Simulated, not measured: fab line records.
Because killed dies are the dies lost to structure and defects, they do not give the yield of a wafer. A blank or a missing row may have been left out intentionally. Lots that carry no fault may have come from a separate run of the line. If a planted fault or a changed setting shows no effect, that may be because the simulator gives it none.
Which tool was responsible? -- flow gf180mcu -- Sampling: 12 lots, 36 wafers, 7 of 602 route steps

== WHAT THE GAUGES READ, wafer by wafer ==
GF_STI_CD_MEAS_12: target cd 220 nm. Usual: cd nm at 219.8 nm, with a standard deviation of 1.1.
lot,measured,on,cd nm (nm),flag
L854,day 2 11:14,cd sem-01,218.1 218.6 217.7,
L855,day 2 18:17,cd sem-01,221.2 220.2 220.9,
L862,day 4 04:32,cd sem-01,219.7 219.0 220.2,
L865,day 4 22:36,cd sem-02,219.9 219.6 218.0,
L867,day 5 06:32,cd sem-01,220.1 220.2 219.1,
L868,day 5 11:37,cd sem-02,220.5 221.2 221.0,
L869,day 5 18:13,cd sem-02,217.4 217.7 217.8,
L870,day 5 21:41,cd sem-01,220.2 220.1 219.4,
L871,day 6 03:56,cd sem-02,219.4 218.6 218.8,
L872,day 6 09:11,cd sem-01,220.2 221.4 221.1,
L874,day 6 18:20,cd sem-02,221.5 220.3 221.8,
L875,day 7 02:11,cd sem-02,220.2 221.0 218.8,

GF_MVSD_OVL_MEAS_07. Usual: MVSD_OVL -0.1 nm, standard deviation 1.2.
lot,measured,on,MVSD_OVL (nm),flag
L854,day 4 21:56,overlay-01,1.0 1.1 0.0,
L855,day 5 03:59,overlay-01,-0.1 -0.4 -0.3,
L862,day 6 21:38,overlay-01,- - -,OFF
L865,day 7 17:32,overlay-01,-0.5 -0.6 -2.0,
L867,day 8 03:26,overlay-01,0.1 -0.5 0.8,
L868,day 8 07:17,overlay-01,-0.5 -1.7 -3.0,
L869,day 8 12:51,overlay-01,-1.1 -2.1 -1.6,
L870,day 8 17:44,overlay-02,1.6 0.5 0.5,
L871,day 9 04:11,overlay-02,-0.7 -0.1 -1.3,
L872,day 9 08:41,overlay-02,-1.4 0.4 1.3,
L874,day 9 18:11,overlay-02,2.2 0.5 0.4,
L875,day 10 00:25,overlay-02,-0.6 -0.2 -1.6,

GF_MVSD_TW_MEAS_11. Usual: MVSD_TW 1568, standard deviation 15.
lot,measured,on,MVSD_TW,flag
L854,day 4 22:22,film metro-04,1579 1565 1572,
L855,day 5 04:26,film metro-01,1544 1537 1548,
L862,day 6 22:04,film metro-04,29 30 30,OFF
L865,day 7 17:59,film metro-04,1557 1562 1561,
L867,day 8 03:52,film metro-04,1572 1563 1562,
L868,day 8 07:43,film metro-04,1560 1561 1568,
L869,day 8 13:17,film metro-02,1579 1581 1583,
L870,day 8 18:11,film metro-04,1565 1562 1570,
L871,day 9 04:37,film metro-04,1564 1567 1572,
L872,day 9 09:07,film metro-02,1585 1586 1587,
L874,day 9 18:37,film metro-02,1582 1588 1583,
L875,day 10 00:52,film metro-02,1580 1580 1577,

GF_MVPSD_TW_MEAS_11. Usual: MVPSD_TW 549, standard deviation 6.1.
lot,measured,on,MVPSD_TW,flag
L854,day 5 12:44,film metro-01,539 540 539,
L855,day 5 19:20,film metro-01,545 542 541,
L862,day 7 13:41,film metro-01,1563 1558 1558,OFF
L865,day 8 10:50,film metro-01,544 539 542,
L867,day 8 20:20,film metro-02,554 554 553,
L868,day 9 00:43,film metro-02,556 554 555,
L869,day 9 06:09,film metro-02,552 554 555,
L870,day 9 10:32,film metro-02,559 555 556,
L871,day 9 21:49,film metro-01,543 540 540,
L872,day 10 02:56,film metro-04,553 553 553,
L874,day 10 11:47,film metro-04,552 554 555,
L875,day 10 18:34,film metro-01,540 539 540,

GF_VT_IMPLANT_OVL_MEAS_29. Usual: VT_IMPLANT_02_OVL 0.4 nm, standard deviation 1.4.
lot,measured,on,VT_IMPLANT_02_OVL (nm),flag
L854,day 7 10:12,overlay-01,-1.3 -0.3 -2.0,
L855,day 7 17:36,overlay-02,2.5 0.2 3.3,
L862,day 9 15:24,overlay-01,0.5 0.5 -0.7,
L865,day 10 13:27,overlay-01,-2.6 -2.1 -0.4,
L867,day 11 00:24,overlay-02,4.2 2.3 2.2,
L868,day 11 04:29,overlay-01,1.3 0.2 0.9,
L869,day 11 10:23,overlay-01,-1.6 0.9 -0.1,
L870,day 11 14:56,overlay-02,-0.8 -1.9 -0.6,
L871,day 12 03:31,overlay-02,1.7 2.0 1.6,
L872,day 12 09:42,overlay-02,-0.1 -1.0 0.2,
L874,day 12 20:01,overlay-02,0.9 2.2 0.6,
L875,day 13 03:51,overlay-01,-0.4 0.4 -0.4,

GF_DUAL_GATE_THK_MEAS_03. Usual: DUAL_GATE_OXIDATION_00_THK 10.91 nm, standard deviation 0.18.
lot,measured,on,DUAL_GATE_OXIDATION_00_THK (nm),flag
L854,day 8 05:27,film metro-03,10.84 10.93 10.71,
L855,day 8 14:46,film metro-03,11.07 11.29 11.03,
L862,day 10 14:22,film metro-04,10.98 11.10 10.84,
L865,day 11 10:25,film metro-02,11.02 10.96 11.18,
L867,day 11 23:07,film metro-03,10.98 10.90 11.14,
L868,day 12 01:54,film metro-02,10.63 10.66 10.80,
L869,day 12 07:32,film metro-04,11.11 11.31 11.31,
L870,day 12 14:06,film metro-02,11.03 10.73 10.97,
L871,day 13 01:42,film metro-03,10.52 10.74 10.52,
L872,day 13 07:38,film metro-03,11.13 10.73 11.14,
L874,day 13 19:34,film metro-03,11.10 11.09 11.08,
L875,day 14 02:56,film metro-03,10.86 10.70 10.88,

== TOOL THAT RAN EACH LOT (tool first, then ch and the chambers of the sampled wafers, then the start) ==
lot,GF_MVSD_EXPOSE_04
L854,"iline stepper-02 ch 0, day 4 14:59"
L855,"iline stepper-02 ch 0, day 4 21:35"
L862,"iline stepper-01 ch 0, day 6 14:20"
L865,"iline stepper-02 ch 0, day 7 09:34"
L867,"iline stepper-02 ch 0, day 7 19:23"
L868,"iline stepper-01 ch 0, day 7 22:58"
L869,"iline stepper-01 ch 0, day 8 04:57"
L870,"iline stepper-02 ch 0, day 8 10:10"
L871,"iline stepper-02 ch 0, day 8 19:53"
L872,"iline stepper-01 ch 0, day 9 00:43"
L874,"iline stepper-02 ch 0, day 9 09:41"
L875,"iline stepper-02 ch 0, day 9 16:20"
- GF_MVSD_EXPOSE_04: exposes mask MVSD, target cd 1000 nm.

== WHAT THE TOOLS THEMSELVES READ (means of the sampled wafers that have a number; where no wafer has one, the mark that the record gives instead) ==
GF_MVSD_EXPOSE_04. Usual: exposure dose mJ cm2 259.96, standard deviation 0.27; reticle temp C 22.99 C, standard deviation 0.11.
lot,tool,exposure dose mJ cm2,reticle temp C (C),flag
L854,iline stepper-02,260.25,22.94,
L855,iline stepper-02,259.94,23.10,
L862,iline stepper-01,260.16,23.01,
L865,iline stepper-02,259.94,23.07,
L867,iline stepper-02,259.88,23.07,
L868,iline stepper-01,259.94,23.04,
L869,iline stepper-01,260.09,22.87,
L870,iline stepper-02,260.03,23.02,
L871,iline stepper-02,259.74,23.04,
L872,iline stepper-01,259.73,23.01,
L874,iline stepper-02,259.97,23.03,
L875,iline stepper-02,259.50,22.92,

== THE ANSWER, worked out from the rows above alone ==
Rule: take the mean of a lot's wafers that have a number; if it is more than 3 standard deviations from the usual mean, the lot is off. Also off: a lot with no number at a reading for which 4 or more lots have one. All remaining lots with rows at the step are treated as sound. The gauges are gone through in route order, then the tools' own readings, and for those a lot's mean is taken as printed above. At the first step where some lot is off, the reading lying furthest off is the one used; lots without a number count as furthest.
Off: L862, at GF_MVSD_OVL_MEAS_07 (MVSD_OVL). Without a number there: L862.
If a tool, at a process step before that reading, ran all the lots that are off and no sound lot after the first of them, it fits. The gauges at GF_MVSD_OVL_MEAS_07 aren't tried: what is off there is off at GF_MVSD_TW_MEAS_11 too, on other tools, and a gauge's error can't cause that. Of those tried, none fits.

== WHAT THE SIMULATOR HAD INSERTED ==
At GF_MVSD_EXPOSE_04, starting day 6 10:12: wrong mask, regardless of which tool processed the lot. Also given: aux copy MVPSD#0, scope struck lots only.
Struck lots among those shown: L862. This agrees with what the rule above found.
